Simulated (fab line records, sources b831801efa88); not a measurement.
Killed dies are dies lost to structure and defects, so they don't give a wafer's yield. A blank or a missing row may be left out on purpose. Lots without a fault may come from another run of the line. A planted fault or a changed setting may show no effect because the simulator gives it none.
Chamber matching | flow gf180mcu | GF_V2_CVD_02 on pecvd-02: 3 sister chambers
The step deposits SiO2 from TEOS, target thk 850 nm, time 94.851 s. 3 wafers are shown with their chamber, then 7 later ones without.

WAFERS WITH THEIR CHAMBER
wafer  | chamber | heater_power_w (W)
L273.2 | 0       | 733
L277.2 | 1       | 609
L277.3 | 2       | 576

WAFERS WITHOUT THEIR CHAMBER
wafer  | heater_power_w (W)
L277.4 | 641
L279.3 | 804
L279.4 | 567
L279.6 | 651
L280.2 | 585
L280.3 | 654
L280.6 | 792

WHICH CHAMBER EACH WENT THROUGH
wafer  | from the rows above          | in truth
L277.4 | can't be placed: 1 or 2 or 0 | 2
L279.3 | 0                            | 0
L279.4 | can't be placed: 2 or 1      | 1
L279.6 | can't be placed: 1 or 2 or 0 | 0
L280.2 | can't be placed: 2 or 1      | 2
L280.3 | can't be placed: 1 or 2 or 0 | 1
L280.6 | 0                            | 0
Placed correctly: 2 of 7. Can't be placed from these rows: 5 (the true chamber is among the candidates in 5). Placed wrongly: 0.
How it was worked out, from the rows above alone: a wafer's distance from a chamber is the root of the sum, over the readings, of the square of ((its reading less the chamber's mean) divided by the reading's scatter). The wafer belongs to the nearest chamber; if the next one is less than 2 further off, it can't be placed. A chamber's mean is the mean of its shown wafers. The scatter: with one shown wafer a chamber, the root of the mean of the squares of how far each hidden wafer lies from its nearest shown one.
